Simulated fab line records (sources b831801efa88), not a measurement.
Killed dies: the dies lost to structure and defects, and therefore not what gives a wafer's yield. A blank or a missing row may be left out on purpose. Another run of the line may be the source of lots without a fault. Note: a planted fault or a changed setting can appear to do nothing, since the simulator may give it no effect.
Which tool did it? || flow sky130 || 15 lots, 45 wafers sampled, at 6 steps of a route of 708

WHAT THE GAUGES READ, wafer by wafer
SKY_RES_XHIGH_TW_MEAS_09. Usual: RES_XHIGH_TW gives 1637 (standard deviation 9.9).
{"lot": "L687", "measured": "day 26 13:08", "on": "film metro-02", "RES_XHIGH_TW": "1634 1626 1630", "flag": ""}
{"lot": "L688", "measured": "day 27 06:18", "on": "film metro-03", "RES_XHIGH_TW": "1656 1647 1648", "flag": ""}
{"lot": "L689", "measured": "day 27 09:19", "on": "film metro-02", "RES_XHIGH_TW": "1645 1641 1638", "flag": ""}
{"lot": "L691", "measured": "day 27 23:22", "on": "film metro-03", "RES_XHIGH_TW": "1637 1642 1637", "flag": ""}
{"lot": "L692", "measured": "day 29 04:07", "on": "film metro-04", "RES_XHIGH_TW": "1631 1633 1625", "flag": ""}
{"lot": "L693", "measured": "day 29 06:22", "on": "film metro-03", "RES_XHIGH_TW": "1643 1636 1640", "flag": ""}
{"lot": "L696", "measured": "day 30 15:10", "on": "film metro-03", "RES_XHIGH_TW": "30 30 30", "flag": "OFF"}
{"lot": "L697", "measured": "day 30 17:50", "on": "film metro-03", "RES_XHIGH_TW": "30 30 30", "flag": "OFF"}
{"lot": "L698", "measured": "day 31 13:19", "on": "film metro-04", "RES_XHIGH_TW": "30 30 30", "flag": "OFF"}
{"lot": "L705", "measured": "day 32 21:32", "on": "film metro-02", "RES_XHIGH_TW": "1628 1627 1632", "flag": ""}
{"lot": "L704", "measured": "day 32 23:57", "on": "film metro-02", "RES_XHIGH_TW": "1629 1641 1636", "flag": ""}
{"lot": "L706", "measured": "day 33 03:37", "on": "film metro-02", "RES_XHIGH_TW": "1642 1641 1648", "flag": ""}
{"lot": "L707", "measured": "day 34 04:13", "on": "film metro-03", "RES_XHIGH_TW": "1637 1639 1647", "flag": ""}
{"lot": "L709", "measured": "day 34 07:20", "on": "film metro-04", "RES_XHIGH_TW": "1615 1624 1629", "flag": ""}
{"lot": "L710", "measured": "day 34 11:22", "on": "film metro-03", "RES_XHIGH_TW": "1641 1642 1643", "flag": ""}

SKY_SD_N_RS_MEAS_18: a four-point-probe measurement. Usual: RES_XHIGH_RS gives 333.3 ohm/sq (standard deviation 1.2).
{"lot": "L687", "measured": "day 27 18:47", "on": "film metro-02", "RES_XHIGH_RS (ohm/sq)": "333.1 332.9 333.2", "flag": ""}
{"lot": "L688", "measured": "day 28 11:21", "on": "film metro-02", "RES_XHIGH_RS (ohm/sq)": "331.6 331.6 331.8", "flag": ""}
{"lot": "L689", "measured": "day 28 14:16", "on": "film metro-03", "RES_XHIGH_RS (ohm/sq)": "332.8 334.4 334.5", "flag": ""}
{"lot": "L691", "measured": "day 29 04:10", "on": "film metro-02", "RES_XHIGH_RS (ohm/sq)": "335.7 335.2 335.2", "flag": ""}
{"lot": "L692", "measured": "day 30 09:11", "on": "film metro-02", "RES_XHIGH_RS (ohm/sq)": "332.3 332.3 333.3", "flag": ""}
{"lot": "L693", "measured": "day 30 11:34", "on": "film metro-02", "RES_XHIGH_RS (ohm/sq)": "332.6 334.2 333.9", "flag": ""}
{"lot": "L696", "measured": "day 31 19:33", "on": "film metro-04", "RES_XHIGH_RS (ohm/sq)": "133.5 133.3 133.2", "flag": "OFF"}
{"lot": "L697", "measured": "day 31 22:28", "on": "film metro-03", "RES_XHIGH_RS (ohm/sq)": "133.1 132.9 133.0", "flag": "OFF"}
{"lot": "L698", "measured": "day 32 18:43", "on": "film metro-02", "RES_XHIGH_RS (ohm/sq)": "133.2 132.9 133.2", "flag": "OFF"}
{"lot": "L705", "measured": "day 34 01:37", "on": "film metro-03", "RES_XHIGH_RS (ohm/sq)": "335.6 334.7 333.9", "flag": ""}
{"lot": "L704", "measured": "day 34 03:44", "on": "film metro-02", "RES_XHIGH_RS (ohm/sq)": "332.5 331.3 330.9", "flag": ""}
{"lot": "L706", "measured": "day 34 07:07", "on": "film metro-04", "RES_XHIGH_RS (ohm/sq)": "334.9 334.9 334.4", "flag": ""}
{"lot": "L707", "measured": "day 35 07:28", "on": "film metro-03", "RES_XHIGH_RS (ohm/sq)": "332.9 333.4 333.4", "flag": ""}
{"lot": "L709", "measured": "day 35 09:57", "on": "film metro-04", "RES_XHIGH_RS (ohm/sq)": "335.0 334.7 334.4", "flag": ""}
{"lot": "L710", "measured": "day 35 14:43", "on": "film metro-04", "RES_XHIGH_RS (ohm/sq)": "335.2 334.0 335.2", "flag": ""}

SKY_CAPM_OVL_MEAS_12. Usual: CAPM_OVL gives 0.3 nm (standard deviation 1.5).
{"lot": "L687", "measured": "day 37 06:48", "on": "overlay-01", "CAPM_OVL (nm)": "1.7 -0.4 -0.1", "flag": ""}
{"lot": "L688", "measured": "day 37 19:46", "on": "overlay-02", "CAPM_OVL (nm)": "-2.2 -0.4 -2.1", "flag": ""}
{"lot": "L689", "measured": "day 37 22:22", "on": "overlay-02", "CAPM_OVL (nm)": "2.8 2.1 2.4", "flag": ""}
{"lot": "L691", "measured": "day 38 12:49", "on": "overlay-02", "CAPM_OVL (nm)": "0.5 1.5 1.9", "flag": ""}
{"lot": "L692", "measured": "day 39 13:58", "on": "overlay-01", "CAPM_OVL (nm)": "-1.0 -2.1 -1.3", "flag": ""}
{"lot": "L693", "measured": "day 39 17:52", "on": "overlay-01", "CAPM_OVL (nm)": "0.5 -0.4 -0.3", "flag": ""}
{"lot": "L705", "measured": "day 42 21:25", "on": "overlay-02", "CAPM_OVL (nm)": "-0.1 -1.2 -2.2", "flag": ""}
{"lot": "L704", "measured": "day 42 23:25", "on": "overlay-01", "CAPM_OVL (nm)": "-1.4 -0.5 -1.5", "flag": ""}
{"lot": "L706", "measured": "day 43 02:46", "on": "overlay-02", "CAPM_OVL (nm)": "0.5 1.3 3.0", "flag": ""}
{"lot": "L707", "measured": "day 43 23:47", "on": "overlay-02", "CAPM_OVL (nm)": "4.5 2.0 4.0", "flag": ""}
{"lot": "L709", "measured": "day 44 02:27", "on": "overlay-01", "CAPM_OVL (nm)": "-0.6 -1.2 -2.0", "flag": ""}
{"lot": "L710", "measured": "day 44 05:19", "on": "overlay-02", "CAPM_OVL (nm)": "1.6 0.0 2.8", "flag": ""}

TOOL THAT RAN EACH LOT (tool first, then ch and the chambers of the sampled wafers, then the start)
{"lot": "L687", "SKY_LDD_HVN_STRIP_09": "plasma asher-02 ch 0,1, day 20 04:48", "SKY_RES_XHIGH_IMPLANT_07": "implanter-01 ch 0, day 26 12:55", "SKY_METAL1_SPUTTER_02": "pvd sputter-03, day 31 13:46"}
{"lot": "L688", "SKY_LDD_HVN_STRIP_09": "plasma asher-02 ch 0,1, day 20 22:13", "SKY_RES_XHIGH_IMPLANT_07": "implanter-01 ch 0, day 27 06:03", "SKY_METAL1_SPUTTER_02": "pvd sputter-04, day 32 04:03"}
{"lot": "L689", "SKY_LDD_HVN_STRIP_09": "plasma asher-03 ch 0,1, day 21 01:07", "SKY_RES_XHIGH_IMPLANT_07": "implanter-04 ch 0, day 27 09:04", "SKY_METAL1_SPUTTER_02": "pvd sputter-03, day 32 06:06"}
{"lot": "L691", "SKY_LDD_HVN_STRIP_09": "plasma asher-03 ch 0,1, day 21 15:53", "SKY_RES_XHIGH_IMPLANT_07": "implanter-04 ch 0, day 27 23:07", "SKY_METAL1_SPUTTER_02": "pvd sputter-04, day 32 20:11"}
{"lot": "L692", "SKY_LDD_HVN_STRIP_09": "plasma asher-03 ch 0,1, day 22 21:47", "SKY_RES_XHIGH_IMPLANT_07": "implanter-04 ch 0, day 29 03:52", "SKY_METAL1_SPUTTER_02": "pvd sputter-02, day 33 23:39"}
{"lot": "L693", "SKY_LDD_HVN_STRIP_09": "plasma asher-02 ch 0,1, day 22 23:32", "SKY_RES_XHIGH_IMPLANT_07": "implanter-02 ch 0, day 29 06:07", "SKY_METAL1_SPUTTER_02": "pvd sputter-03, day 34 01:54"}
{"lot": "L696", "SKY_LDD_HVN_STRIP_09": "plasma asher-02 ch 0,1, day 24 14:46", "SKY_RES_XHIGH_IMPLANT_07": "implanter-01, day 30 14:55", "SKY_METAL1_SPUTTER_02": "-"}
{"lot": "L697", "SKY_LDD_HVN_STRIP_09": "plasma asher-04 ch 0,1, day 24 15:04", "SKY_RES_XHIGH_IMPLANT_07": "implanter-02, day 30 17:36", "SKY_METAL1_SPUTTER_02": "-"}
{"lot": "L698", "SKY_LDD_HVN_STRIP_09": "plasma asher-02 ch 0,1, day 25 10:23", "SKY_RES_XHIGH_IMPLANT_07": "implanter-04, day 31 13:04", "SKY_METAL1_SPUTTER_02": "-"}
{"lot": "L705", "SKY_LDD_HVN_STRIP_09": "plasma asher-03 ch 0,1, day 27 00:16", "SKY_RES_XHIGH_IMPLANT_07": "implanter-04 ch 0, day 32 21:17", "SKY_METAL1_SPUTTER_02": "pvd sputter-02, day 37 13:02"}
{"lot": "L704", "SKY_LDD_HVN_STRIP_09": "plasma asher-04 ch 0,1, day 27 02:58", "SKY_RES_XHIGH_IMPLANT_07": "implanter-02 ch 0, day 32 23:42", "SKY_METAL1_SPUTTER_02": "pvd sputter-04, day 37 14:49"}
{"lot": "L706", "SKY_LDD_HVN_STRIP_09": "plasma asher-02 ch 0,1, day 27 04:28", "SKY_RES_XHIGH_IMPLANT_07": "implanter-01 ch 0, day 33 03:22", "SKY_METAL1_SPUTTER_02": "pvd sputter-04, day 37 17:43"}
{"lot": "L707", "SKY_LDD_HVN_STRIP_09": "plasma asher-03 ch 0,1, day 28 08:38", "SKY_RES_XHIGH_IMPLANT_07": "implanter-01 ch 0, day 34 03:58", "SKY_METAL1_SPUTTER_02": "pvd sputter-03, day 38 17:28"}
{"lot": "L709", "SKY_LDD_HVN_STRIP_09": "plasma asher-04 ch 0,1, day 28 10:11", "SKY_RES_XHIGH_IMPLANT_07": "implanter-02 ch 0, day 34 07:07", "SKY_METAL1_SPUTTER_02": "pvd sputter-03, day 38 20:48"}
{"lot": "L710", "SKY_LDD_HVN_STRIP_09": "plasma asher-04 ch 0,1, day 28 18:31", "SKY_RES_XHIGH_IMPLANT_07": "implanter-01 ch 0, day 34 11:08", "SKY_METAL1_SPUTTER_02": "pvd sputter-02, day 38 23:44"}
- SKY_LDD_HVN_STRIP_09: strips in O2/N2.
- SKY_RES_XHIGH_IMPLANT_07
- SKY_METAL1_SPUTTER_02: material AlCu, target thk 250 nm, time 13.3 s.

WHAT THE TOOLS THEMSELVES READ (means of the sampled wafers that have a number; where no wafer has one, the mark that the record gives instead)
SKY_LDD_HVN_STRIP_09. Usual: chamber pressure mTorr 1500.1 mTorr, standard deviation 1.3; drypump motor current A 5.7 A, standard deviation 0.33; oes product au 0.409 a.u., standard deviation 0.0045; strip time to endpoint s 4.134 s, standard deviation 0.014.
{"lot": "L687", "tool": "plasma asher-02", "chamber pressure mTorr (mTorr)": 1500.9, "drypump motor current A (A)": 5.6, "oes product au (a.u.)": 0.408, "strip time to endpoint s (s)": 4.132, "flag": ""}
{"lot": "L688", "tool": "plasma asher-02", "chamber pressure mTorr (mTorr)": 1499.9, "drypump motor current A (A)": 5.5, "oes product au (a.u.)": 0.407, "strip time to endpoint s (s)": 4.143, "flag": ""}
{"lot": "L689", "tool": "plasma asher-03", "chamber pressure mTorr (mTorr)": 1499.9, "drypump motor current A (A)": 5.3, "oes product au (a.u.)": 0.408, "strip time to endpoint s (s)": 4.147, "flag": ""}
{"lot": "L691", "tool": "plasma asher-03", "chamber pressure mTorr (mTorr)": 1499.9, "drypump motor current A (A)": 5.3, "oes product au (a.u.)": 0.409, "strip time to endpoint s (s)": 4.148, "flag": ""}
{"lot": "L692", "tool": "plasma asher-03", "chamber pressure mTorr (mTorr)": 1500.2, "drypump motor current A (A)": 5.5, "oes product au (a.u.)": 0.408, "strip time to endpoint s (s)": 4.130, "flag": ""}
{"lot": "L693", "tool": "plasma asher-02", "chamber pressure mTorr (mTorr)": 1499.9, "drypump motor current A (A)": 5.5, "oes product au (a.u.)": 0.407, "strip time to endpoint s (s)": 4.135, "flag": ""}
{"lot": "L696", "tool": "plasma asher-02", "chamber pressure mTorr (mTorr)": 1499.9, "drypump motor current A (A)": 5.6, "oes product au (a.u.)": 0.406, "strip time to endpoint s (s)": 4.132, "flag": ""}
{"lot": "L697", "tool": "plasma asher-04", "chamber pressure mTorr (mTorr)": 1500.4, "drypump motor current A (A)": 5.9, "oes product au (a.u.)": 0.406, "strip time to endpoint s (s)": 4.121, "flag": ""}
{"lot": "L698", "tool": "plasma asher-02", "chamber pressure mTorr (mTorr)": 1500.5, "drypump motor current A (A)": 5.6, "oes product au (a.u.)": 0.409, "strip time to endpoint s (s)": 4.115, "flag": ""}
{"lot": "L705", "tool": "plasma asher-03", "chamber pressure mTorr (mTorr)": 1499.3, "drypump motor current A (A)": 5.3, "oes product au (a.u.)": 0.409, "strip time to endpoint s (s)": 4.136, "flag": ""}
{"lot": "L704", "tool": "plasma asher-04", "chamber pressure mTorr (mTorr)": 1499.0, "drypump motor current A (A)": 6.1, "oes product au (a.u.)": 0.406, "strip time to endpoint s (s)": 4.136, "flag": ""}
{"lot": "L706", "tool": "plasma asher-02", "chamber pressure mTorr (mTorr)": 1500.3, "drypump motor current A (A)": 5.6, "oes product au (a.u.)": 0.411, "strip time to endpoint s (s)": 4.130, "flag": ""}
{"lot": "L707", "tool": "plasma asher-03", "chamber pressure mTorr (mTorr)": 1500.8, "drypump motor current A (A)": 5.3, "oes product au (a.u.)": 0.407, "strip time to endpoint s (s)": 4.128, "flag": ""}
{"lot": "L709", "tool": "plasma asher-04", "chamber pressure mTorr (mTorr)": 1501.1, "drypump motor current A (A)": 6.1, "oes product au (a.u.)": 0.410, "strip time to endpoint s (s)": 4.117, "flag": ""}
{"lot": "L710", "tool": "plasma asher-04", "chamber pressure mTorr (mTorr)": 1501.6, "drypump motor current A (A)": 6.1, "oes product au (a.u.)": 0.408, "strip time to endpoint s (s)": 4.127, "flag": ""}

SKY_RES_XHIGH_IMPLANT_07. Usual: beam energy keV 20.000, standard deviation 0.0057; beam on s 39 s, standard deviation 5.7; dose ions cm2 3.599e+14, standard deviation 4.2e+11.
{"lot": "L687", "tool": "implanter-01", "beam energy keV": 20.000, "beam on s (s)": 45, "dose ions cm2": 3.602e+14, "flag": ""}
{"lot": "L688", "tool": "implanter-01", "beam energy keV": 19.999, "beam on s (s)": 45, "dose ions cm2": 3.600e+14, "flag": ""}
{"lot": "L689", "tool": "implanter-04", "beam energy keV": 19.999, "beam on s (s)": 31, "dose ions cm2": 3.600e+14, "flag": ""}
{"lot": "L691", "tool": "implanter-04", "beam energy keV": 20.007, "beam on s (s)": 32, "dose ions cm2": 3.598e+14, "flag": ""}
{"lot": "L692", "tool": "implanter-04", "beam energy keV": 19.998, "beam on s (s)": 31, "dose ions cm2": 3.597e+14, "flag": ""}
{"lot": "L693", "tool": "implanter-02", "beam energy keV": 20.001, "beam on s (s)": 36, "dose ions cm2": 3.599e+14, "flag": ""}
{"lot": "L696", "tool": "implanter-01", "beam energy keV": "-", "beam on s (s)": "-", "dose ions cm2": "-", "flag": "OFF"}
{"lot": "L697", "tool": "implanter-02", "beam energy keV": "-", "beam on s (s)": "-", "dose ions cm2": "-", "flag": "OFF"}
{"lot": "L698", "tool": "implanter-04", "beam energy keV": "-", "beam on s (s)": "-", "dose ions cm2": "-", "flag": "OFF"}
{"lot": "L705", "tool": "implanter-04", "beam energy keV": 20.000, "beam on s (s)": 31, "dose ions cm2": 3.597e+14, "flag": ""}
{"lot": "L704", "tool": "implanter-02", "beam energy keV": 20.001, "beam on s (s)": 35, "dose ions cm2": 3.598e+14, "flag": ""}
{"lot": "L706", "tool": "implanter-01", "beam energy keV": 20.010, "beam on s (s)": 43, "dose ions cm2": 3.599e+14, "flag": ""}
{"lot": "L707", "tool": "implanter-01", "beam energy keV": 19.996, "beam on s (s)": 45, "dose ions cm2": 3.602e+14, "flag": ""}
{"lot": "L709", "tool": "implanter-02", "beam energy keV": 20.004, "beam on s (s)": 35, "dose ions cm2": 3.597e+14, "flag": ""}
{"lot": "L710", "tool": "implanter-01", "beam energy keV": 20.004, "beam on s (s)": 44, "dose ions cm2": 3.602e+14, "flag": ""}

SKY_METAL1_SPUTTER_02. Usual: throttle valve pct 29.8 %, standard deviation 0.8.
{"lot": "L687", "tool": "pvd sputter-03", "throttle valve pct (%)": 29.6, "flag": ""}
{"lot": "L688", "tool": "pvd sputter-04", "throttle valve pct (%)": 29.7, "flag": ""}
{"lot": "L689", "tool": "pvd sputter-03", "throttle valve pct (%)": 29.3, "flag": ""}
{"lot": "L691", "tool": "pvd sputter-04", "throttle valve pct (%)": 30.0, "flag": ""}
{"lot": "L692", "tool": "pvd sputter-02", "throttle valve pct (%)": 30.0, "flag": ""}
{"lot": "L693", "tool": "pvd sputter-03", "throttle valve pct (%)": 29.6, "flag": ""}
{"lot": "L705", "tool": "pvd sputter-02", "throttle valve pct (%)": 30.5, "flag": ""}
{"lot": "L704", "tool": "pvd sputter-04", "throttle valve pct (%)": 29.5, "flag": ""}
{"lot": "L706", "tool": "pvd sputter-04", "throttle valve pct (%)": 30.1, "flag": ""}
{"lot": "L707", "tool": "pvd sputter-03", "throttle valve pct (%)": 29.7, "flag": ""}
{"lot": "L709", "tool": "pvd sputter-03", "throttle valve pct (%)": 29.4, "flag": ""}
{"lot": "L710", "tool": "pvd sputter-02", "throttle valve pct (%)": 29.8, "flag": ""}

THE ANSWER, worked out from the rows above alone
Rule: take the mean of a lot's wafers that have a number; if it is more than 3 standard deviations from the usual mean, the lot is off. Also off: a lot with no number at a reading for which 4 or more lots have one. Where the step has rows for the other lots, those lots are counted as sound. After the gauges, taken in route order, come the tools' own readings; for these a lot's mean is taken, as printed above. The first step at which some lot is off is used, and at that step the reading that is off furthest; a lot without a number counts as furthest.
Off: at SKY_RES_XHIGH_TW_MEAS_09 (RES_XHIGH_TW), L696, L697, L698.
If a tool, at a process step before that reading, ran all the lots that are off and no sound lot after the first of them, it fits. Not tried: the gauges at SKY_RES_XHIGH_TW_MEAS_09; whatever is off there is also off at SKY_RES_XHIGH_IMPLANT_07, on other tools, and gauge error can't account for it. Not one of the candidates tried fits.

WHAT THE SIMULATOR PUT IN
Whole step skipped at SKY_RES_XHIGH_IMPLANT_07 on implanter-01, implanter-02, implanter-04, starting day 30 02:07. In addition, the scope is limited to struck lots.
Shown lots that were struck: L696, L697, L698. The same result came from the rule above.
